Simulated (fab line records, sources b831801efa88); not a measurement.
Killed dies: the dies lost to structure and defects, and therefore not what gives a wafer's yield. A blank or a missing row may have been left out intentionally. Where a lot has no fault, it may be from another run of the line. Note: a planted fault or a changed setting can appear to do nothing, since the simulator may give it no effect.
Matching of chambers | flow sky130 | 4 sister chambers for SKY_CONTACT_ETCH_16 on rie_diel-03
The step etches BARC in N2/H2, stops on SiO2, time 45.9 s, target depth 60 nm. 8 wafers are shown with their chamber, then 7 later ones without.

== EACH WAFER AND ITS CHAMBER ==
wafer  | chamber | bias_w (W) | oes_product_au (a.u.)
L962.2 | 2       | 100.29     | 0.855
L962.4 | 1       | 100.20     | 0.856
L964.1 | 1       | 99.64      | 0.859
L966.1 | 0       | 99.95      | 0.860
L966.5 | 3       | 99.94      | 0.856
L966.6 | 2       | 99.42      | 0.860
L968.1 | 0       | 99.87      | 0.864
L968.4 | 3       | 99.80      | 0.851

== WAFERS MISSING THEIR CHAMBER ==
wafer  | bias_w (W) | oes_product_au (a.u.)
L968.5 | 100.48     | 0.861
L975.2 | 99.38      | 0.859
L975.4 | 99.56      | 0.855
L975.5 | 99.64      | 0.857
L982.3 | 99.98      | 0.857
L982.4 | 100.19     | 0.858
L982.5 | 99.93      | 0.853

== THE CHAMBER EACH PASSED THROUGH ==
wafer  | from the rows above               | in truth
L968.5 | can't be placed: 0 or 1 or 2 or 3 | 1
L975.2 | can't be placed: 2 or 1 or 0 or 3 | 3
L975.4 | can't be placed: 3 or 2 or 1 or 0 | 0
L975.5 | can't be placed: 2 or 1 or 3 or 0 | 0
L982.3 | can't be placed: 1 or 2 or 3 or 0 | 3
L982.4 | can't be placed: 1 or 2 or 0 or 3 | 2
L982.5 | can't be placed: 3 or 1 or 2      | 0
Correctly placed: 0 of 7. Cannot be placed on the basis of these rows: 7; the candidates contain the true chamber in 6. Placed wrongly: 0.
How it was worked out, from the rows above alone: a wafer's distance from a chamber is the root of the sum, over the readings, of the square of ((its reading less the chamber's mean) divided by the reading's scatter). The wafer belongs to the nearest chamber; if the next one is less than 2 further off, it can't be placed. Each chamber's mean is taken over the wafers shown for it. The scatter is the square root of a quotient: the sum, over the shown wafers, of each reading's squared deviation from its chamber's mean, divided by wafers minus chambers.
